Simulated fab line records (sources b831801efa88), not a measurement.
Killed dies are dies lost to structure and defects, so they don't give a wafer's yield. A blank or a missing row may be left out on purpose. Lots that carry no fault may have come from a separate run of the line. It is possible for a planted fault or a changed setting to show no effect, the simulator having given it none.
Chamber matching	flow gf180mcu	GF_V5_ETCH_16 on rie-diel-01 has 4 sister chambers
The step etches BARC in N2/H2. 14 wafers are shown with their chamber, then 7 later ones without.

## WAFERS WITH THEIR CHAMBER
wafer	chamber	drypump-motor-current-A (A)	throttle-valve-pct (%)	oes-product-au (a.u.)
L395.1	1	6.3	13.238	0.852
L395.4	2	5.9	13.220	0.853
L395.6	0	6.6	13.232	0.860
L399.1	1	6.3	13.216	0.859
L399.4	1	6.3	13.221	0.856
L399.5	2	5.9	13.230	0.855
L401.1	2	5.8	13.222	0.849
L401.3	1	6.3	13.237	0.859
L401.5	2	5.9	13.229	0.857
L408.3	1	6.3	13.213	0.856
L408.5	0	6.7	13.249	0.847
L408.6	1	6.3	13.242	0.856
L410.1	3	6.3	13.217	0.857
L410.2	0	6.6	13.219	0.852

SIGNATURES (means of the wafers above)
reading	chamber 0	chamber 1	chamber 2	chamber 3	scatter within a chamber
drypump-motor-current-A	6.633	6.300	5.875	6.300	0.0376
throttle-valve-pct	13.23333	13.22783	13.22525	13.21700	0.0115
oes-product-au	0.85300	0.85633	0.85350	0.85700	0.00393
Rule: distance of a wafer from a chamber = root of the sum over the readings of ((wafer's reading minus chamber's mean) / reading's scatter) squared. The wafer belongs to the nearest chamber; if the next one is less than 2 further off, it can't be placed. How the scatter is found: for the shown wafers, subtract from each reading the mean of its chamber, square and add these, divide the total by (wafers less chambers), then take the root.

## WAFERS WITHOUT THEIR CHAMBER
wafer	drypump-motor-current-A (A)	throttle-valve-pct (%)	oes-product-au (a.u.)
L410.3	5.9	13.240	0.858
L411.2	6.6	13.221	0.861
L411.4	6.3	13.225	0.851
L411.5	6.2	13.225	0.854
L418.1	6.2	13.223	0.858
L418.3	6.3	13.218	0.845
L418.6	6.3	13.220	0.854

## THE CHAMBER EACH PASSED THROUGH
wafer	from the rows above	in truth
L410.3	2	2
L411.2	0	0
L411.4	can't be placed: 1 or 3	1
L411.5	can't be placed: 1 or 3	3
L418.1	can't be placed: 3 or 1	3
L418.3	can't be placed: 1 or 3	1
L418.6	can't be placed: 3 or 1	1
2 of 7 placed correctly. Can't be placed from these rows: 5 (the true chamber is among the candidates in 5). Number placed wrongly: 0.
